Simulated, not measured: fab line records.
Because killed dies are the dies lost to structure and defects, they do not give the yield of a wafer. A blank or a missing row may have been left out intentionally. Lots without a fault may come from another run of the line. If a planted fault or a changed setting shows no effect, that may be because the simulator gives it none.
Chamber matching ; flow gf180mcu ; GF_CONTACT_CMP_04 on cmp-02: 4 sister chambers
The step polishes SiO2. 14 wafers are shown with their chamber, then 7 later ones without.

== WAFERS, EACH WITH ITS CHAMBER ==
wafer;chamber;motor_current_A (A);time_to_endpoint_s (s)
L074.1;2;9.2;114
L074.2;3;12.5;110
L074.6;0;10.4;115
L075.1;1;10.4;102
L075.2;0;10.6;111
L075.3;2;9.3;111
L075.4;3;12.8;116
L075.5;0;10.6;115
L075.6;1;10.3;110
L077.1;0;10.6;109
L077.2;1;9.9;98
L077.5;2;9.2;108
L086.1;2;9.5;110
L086.2;3;12.6;115

SIGNATURES (averages over the wafers above)
reading;chamber 0;chamber 1;chamber 2;chamber 3;scatter within a chamber
motor_current_A;10.550;10.200;9.300;12.633;0.166
time_to_endpoint_s;112.50;103.33;110.75;113.67;3.76
Rule: for a wafer and a chamber, the distance is found by dividing, reading by reading, the gap between the wafer's reading and the chamber's mean by the reading's scatter, squaring, summing and taking the root. If the next closest chamber is less than 2 further off than the closest, the wafer can't be placed; otherwise it belongs to the closest. The scatter is the square root of a quotient: the sum, over the shown wafers, of each reading's squared deviation from its chamber's mean, divided by wafers minus chambers.

== WAFERS WITHOUT THEIR CHAMBER ==
wafer;motor_current_A (A);time_to_endpoint_s (s)
L086.3;10.4;108
L087.2;10.5;110
L087.3;10.8;117
L087.4;9.1;113
L090.1;9.7;105
L090.3;9.1;112
L090.4;10.4;115

== WHICH CHAMBER EACH WENT THROUGH ==
wafer;from the rows above;in truth
L086.3;can't be placed: 0 or 1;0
L087.2;can't be placed: 0 or 1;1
L087.3;0;0
L087.4;2;2
L090.1;can't be placed: 2 or 1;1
L090.3;2;2
L090.4;0;0
Correctly placed: 4 of 7. Can't be placed from these rows: 3 (the true chamber is among the candidates in 3). 0 placed wrongly.
